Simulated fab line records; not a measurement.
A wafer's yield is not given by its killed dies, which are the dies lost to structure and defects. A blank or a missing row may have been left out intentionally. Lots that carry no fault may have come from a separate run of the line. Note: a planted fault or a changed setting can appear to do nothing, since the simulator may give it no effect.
Which tool was responsible? ; flow gf180mcu ; Sampling: 24 lots, 72 wafers, 6 of 602 route steps

== WHAT EACH GAUGE READ, for each wafer ==
GF_CONTACT_OVL_MEAS_15.
lot;measured;on;CONTACT_OVL (nm)
L074;day 16 07:24;overlay-01;5 -4 -5
L075;day 16 10:38;overlay-02;1 -4 0
L076;day 17 01:22;overlay-02;-8 2 1
L077;day 17 06:21;overlay-02;2 3 5
L078;day 17 15:59;overlay-01;-3 0 2
L079;day 18 02:47;overlay-02;-3 -5 -7
L080;day 18 11:02;overlay-01;4 -2 5
L081;day 18 21:14;overlay-02;1 -2 3
L082;day 19 06:48;overlay-01;-5 0 -1
L083;day 19 12:20;overlay-01;-3 8 0
L084;day 20 02:35;overlay-01;-3 -5 -3
L085;day 20 07:05;overlay-02;5 11 4
L086;day 20 17:29;overlay-01;6 11 12
L087;day 21 00:14;overlay-02;8 15 8
L088;day 21 08:14;overlay-02;-6 4 6
L089;day 21 18:48;overlay-01;-8 -1 2
L090;day 22 00:39;overlay-01;-1 1 0
L091;day 22 07:29;overlay-02;3 -4 -5
L092;day 22 18:43;overlay-01;6 2 4
L093;day 23 00:21;overlay-01;-5 0 -6
L094;day 23 09:29;overlay-02;0 5 5
L095;day 23 15:50;overlay-02;-5 0 -3
L096;day 24 01:59;overlay-01;1 -2 7
L097;day 24 07:30;overlay-02;2 -2 -1

GF_M1_THK_MEAS_06: measures by xrf.
lot;measured;on;M1_ALCU_THK (nm)
L074;day 16 08:56;film metro-01;454 458 451
L075;day 16 12:10;film metro-02;452 450 448
L076;day 17 02:55;film metro-01;451 445 449
L077;day 17 07:53;film metro-01;446 447 447
L078;day 17 17:31;film metro-02;456 447 451
L079;day 18 04:19;film metro-01;450 448 446
L080;day 18 12:34;film metro-04;454 455 454
L081;day 18 22:46;film metro-02;445 442 447
L082;day 19 08:35;film metro-04;453 447 446
L083;day 19 13:52;film metro-02;441 440 442
L084;day 20 04:07;film metro-01;451 446 446
L085;day 20 08:58;film metro-04;453 448 450
L086;day 20 19:00;film metro-01;451 450 450
L087;day 21 01:53;film metro-04;447 456 451
L088;day 21 09:54;film metro-01;445 452 448
L089;day 21 20:26;film metro-01;447 443 444
L090;day 22 02:17;film metro-04;461 462 465
L091;day 22 09:07;film metro-02;441 443 443
L092;day 22 20:20;film metro-02;449 455 447
L093;day 23 01:52;film metro-02;453 446 447
L094;day 23 11:07;film metro-01;456 455 451
L095;day 23 17:31;film metro-01;444 446 445
L096;day 24 03:36;film metro-02;439 445 442
L097;day 24 09:02;film metro-02;458 457 455

GF_M1_OVL_MEAS_15.
lot;measured;on;M1_OVL (nm)
L074;day 17 07:28;overlay-02;-6 -5 -3
L075;day 17 10:32;overlay-02;-4 2 2
L076;day 18 02:17;overlay-01;2 2 -1
L077;day 18 06:38;overlay-01;0 3 3
L078;day 18 17:13;overlay-02;8 13 13
L079;day 19 04:48;overlay-02;-2 3 2
L080;day 19 12:37;overlay-02;2 11 3
L081;day 19 23:30;overlay-02;5 4 -1
L082;day 20 09:09;overlay-02;5 0 3
L083;day 20 13:59;overlay-01;17 5 10
L084;day 21 04:29;overlay-01;-4 -3 0
L085;day 21 09:13;overlay-01;9 9 10
L086;day 21 19:14;overlay-01;13 10 9
L087;day 22 01:22;overlay-02;8 9 5
L088;day 22 09:11;overlay-02;0 13 1
L089;day 22 19:37;overlay-02;3 -3 7
L090;day 23 01:11;overlay-01;18 11 11
L091;day 23 07:46;overlay-02;7 10 6
L092;day 23 18:59;overlay-02;12 9 14
L093;day 24 00:38;overlay-01;14 14 12
L094;day 24 09:26;overlay-01;-4 -5 -6
L095;day 24 15:55;overlay-01;4 3 0
L096;day 25 01:41;overlay-01;-1 -7 -6
L097;day 25 06:17;overlay-01;22 17 22

GF_M2_RS_MEAS_05: a four-point-probe measurement.
lot;measured;on;M2_ALCU_RS (ohm/sq)
L074;day 18 09:13;film metro-03;0.0688 0.0690 0.0700
L075;day 18 13:01;film metro-03;0.0694 0.0684 0.0693
L076;day 19 05:46;film metro-03;0.0683 0.0692 0.0689
L077;day 19 09:57;film metro-01;0.0682 0.0689 0.0681
L078;day 19 21:21;film metro-03;0.0697 0.0704 0.0700
L079;day 20 08:33;film metro-01;0.0693 0.0689 0.0702
L080;day 20 16:00;film metro-01;0.0682 0.0683 0.0680
L081;day 21 02:57;film metro-01;0.0695 0.0688 0.0699
L082;day 21 12:32;film metro-01;0.0685 0.0695 0.0695
L083;day 21 17:45;film metro-04;0.0690 0.0699 0.0683
L084;day 22 07:34;film metro-03;0.0715 0.0699 0.0706
L085;day 22 11:44;film metro-01;0.0698 0.0684 0.0684
L086;day 22 21:47;film metro-01;0.0690 0.0710 0.0697
L087;day 23 04:10;film metro-04;0.0690 0.0703 0.0689
L088;day 23 11:16;film metro-03;0.0693 0.0697 0.0696
L089;day 23 21:31;film metro-04;0.0683 0.0695 0.0683
L090;day 24 03:01;film metro-03;0.0695 0.0695 0.0693
L091;day 24 10:05;film metro-03;0.0697 0.0690 0.0702
L092;day 24 20:14;film metro-01;0.0712 0.0692 0.0690
L093;day 25 02:04;film metro-03;0.0697 0.0694 0.0702
L094;day 25 10:14;film metro-04;0.0699 0.0688 0.0700
L095;day 25 16:47;film metro-01;0.0704 0.0700 0.0693
L096;day 26 02:15;film metro-01;0.0687 0.0700 0.0687
L097;day 26 06:05;film metro-03;0.0688 0.0691 0.0687

== TOOL THAT RAN EACH LOT (tool first, then ch and the chambers of the sampled wafers, then the start) ==
lot;GF_VT_IMPLANT_STRIP_09;GF_CONTACT_CVD_24
L074;plasma asher-02 ch 0,1, day 5 16:02;cvd w-02 ch 0,1, day 16 08:02
L075;plasma asher-04 ch 0,1, day 5 22:02;cvd w-01 ch 0,1, day 16 11:14
L076;plasma asher-02 ch 0,1, day 6 05:41;cvd w-01 ch 0,1, day 17 02:00
L077;plasma asher-02 ch 0,1, day 6 10:11;cvd w-01 ch 0,1, day 17 06:58
L078;plasma asher-02 ch 0,1, day 6 15:59;cvd w-01 ch 0,1, day 17 16:35
L079;plasma asher-03 ch 0,1, day 6 23:23;cvd w-01 ch 0,1, day 18 03:23
L080;plasma asher-02 ch 0,1, day 7 04:32;cvd w-02 ch 0,1, day 18 11:38
L081;plasma asher-03 ch 1, day 7 10:19;cvd w-01 ch 0,1, day 18 21:50
L082;plasma asher-02 ch 0,1, day 7 17:35;cvd w-02 ch 0,1, day 19 07:25
L083;plasma asher-02 ch 0,1, day 8 01:23;cvd w-02 ch 0,1, day 19 12:56
L084;plasma asher-02 ch 0,1, day 8 07:04;cvd w-02 ch 0,1, day 20 03:11
L085;plasma asher-03 ch 0,1, day 8 12:49;cvd w-02 ch 0,1, day 20 07:42
L086;plasma asher-03 ch 0,1, day 8 17:44;cvd w-01 ch 0,1, day 20 18:05
L087;plasma asher-04 ch 0,1, day 9 00:04;cvd w-02 ch 0,1, day 21 00:58
L088;plasma asher-03 ch 1, day 9 06:32;cvd w-01 ch 0,1, day 21 08:58
L089;plasma asher-04 ch 0,1, day 9 13:53;cvd w-01 ch 0,1, day 21 19:32
L090;plasma asher-02 ch 0,1, day 9 19:58;cvd w-02 ch 0,1, day 22 01:23
L091;plasma asher-03 ch 0,1, day 10 00:26;cvd w-01 ch 0,1, day 22 08:11
L092;plasma asher-03 ch 0, day 10 09:20;cvd w-01 ch 0,1, day 22 19:24
L093;plasma asher-02 ch 0,1, day 10 14:25;cvd w-02 ch 0,1, day 23 00:57
L094;plasma asher-03 ch 0,1, day 10 20:25;cvd w-02 ch 1, day 23 10:11
L095;plasma asher-04 ch 0,1, day 11 02:07;cvd w-02 ch 0,1, day 23 16:32
L096;plasma asher-04 ch 0,1, day 11 09:25;cvd w-02 ch 0,1, day 24 02:40
L097;plasma asher-02 ch 0,1, day 11 12:50;cvd w-02 ch 0,1, day 24 08:07
- GF_VT_IMPLANT_STRIP_09: strips in O2/N2.
- GF_CONTACT_CVD_24: deposits W, target thk 300 nm, time 90.339 s.

== AS READ BY THE TOOLS THEMSELVES (means over the sampled wafers that have a number; for cases with no such wafer, the mark the record gives instead) ==
GF_VT_IMPLANT_STRIP_09.
lot;tool;chamber pressure mTorr (mTorr);drypump motor current A (A);heater power w (W);oes product au (a.u.);strip time to endpoint s (s)
L074;plasma asher-02;1501.3;5.3;358;0.712;12.74
L075;plasma asher-04;1499.5;5.4;307;0.715;12.74
L076;plasma asher-02;1500.9;5.3;353;0.715;12.70
L077;plasma asher-02;1500.0;5.3;356;0.720;12.72
L078;plasma asher-02;1499.3;5.3;353;0.716;12.66
L079;plasma asher-03;1501.3;6.0;361;0.716;12.71
L080;plasma asher-02;1500.0;5.6;349;0.720;12.74
L081;plasma asher-03;1500.2;6.2;394;0.712;12.73
L082;plasma asher-02;1499.7;5.3;346;0.714;12.71
L083;plasma asher-02;1501.7;5.6;349;0.714;12.74
L084;plasma asher-02;1499.4;5.6;354;0.718;12.64
L085;plasma asher-03;1499.4;5.9;361;0.709;12.71
L086;plasma asher-03;1500.3;6.0;379;0.715;12.76
L087;plasma asher-04;1500.0;5.4;309;0.714;12.72
L088;plasma asher-03;1499.1;6.2;396;0.712;12.76
L089;plasma asher-04;1500.7;5.6;296;0.716;12.78
L090;plasma asher-02;1500.8;5.3;353;0.714;12.77
L091;plasma asher-03;1500.2;5.9;359;0.721;12.76
L092;plasma asher-03;1500.1;5.7;342;0.715;12.78
L093;plasma asher-02;1499.6;5.3;352;0.714;12.78
L094;plasma asher-03;1500.1;6.1;381;0.714;12.77
L095;plasma asher-04;1499.6;5.6;300;0.716;12.73
L096;plasma asher-04;1499.8;5.6;294;0.714;12.73
L097;plasma asher-02;1498.4;5.3;356;0.714;12.76

GF_CONTACT_CVD_24.
lot;tool;chamber pressure Torr (Torr);heater power w (W)
L074;cvd w-02;39.89;1046
L075;cvd w-01;39.97;816
L076;cvd w-01;40.00;814
L077;cvd w-01;40.02;809
L078;cvd w-01;40.03;821
L079;cvd w-01;39.89;810
L080;cvd w-02;40.03;995
L081;cvd w-01;40.03;818
L082;cvd w-02;40.02;984
L083;cvd w-02;39.96;939
L084;cvd w-02;40.03;988
L085;cvd w-02;39.98;933
L086;cvd w-01;39.96;756
L087;cvd w-02;40.03;939
L088;cvd w-01;39.98;764
L089;cvd w-01;40.07;749
L090;cvd w-02;39.97;936
L091;cvd w-01;39.93;749
L092;cvd w-01;40.02;799
L093;cvd w-02;40.00;989
L094;cvd w-02;39.99;891
L095;cvd w-02;39.98;989
L096;cvd w-02;40.01;993
L097;cvd w-02;39.99;940

== THE ANSWER, worked out from the rows above alone ==
Rule: the usual values come from the lots themselves. The widest of any qualifying gaps counts: lots, ordered by their means at a reading, are off when they make up no more than a third of the lots, leave a main group of 4 or more, and stand apart from it by 3 or more times the standard deviation of that group's means. The tables above print the reading to a certain number of digits; a main group whose means all agree to those digits is not used. Also off: a lot with no number at a reading for which 4 or more lots have one. All remaining lots with rows at the step are treated as sound. First the gauges in route order, then the tools' own readings, where a lot's mean is used as printed above. The first step at which some lot is off is used, and at that step the reading that is off furthest; a lot without a number counts as furthest.
Across all readings shown, no lot is off: no conclusion can be drawn from this.

== WHAT THE SIMULATOR PUT IN ==
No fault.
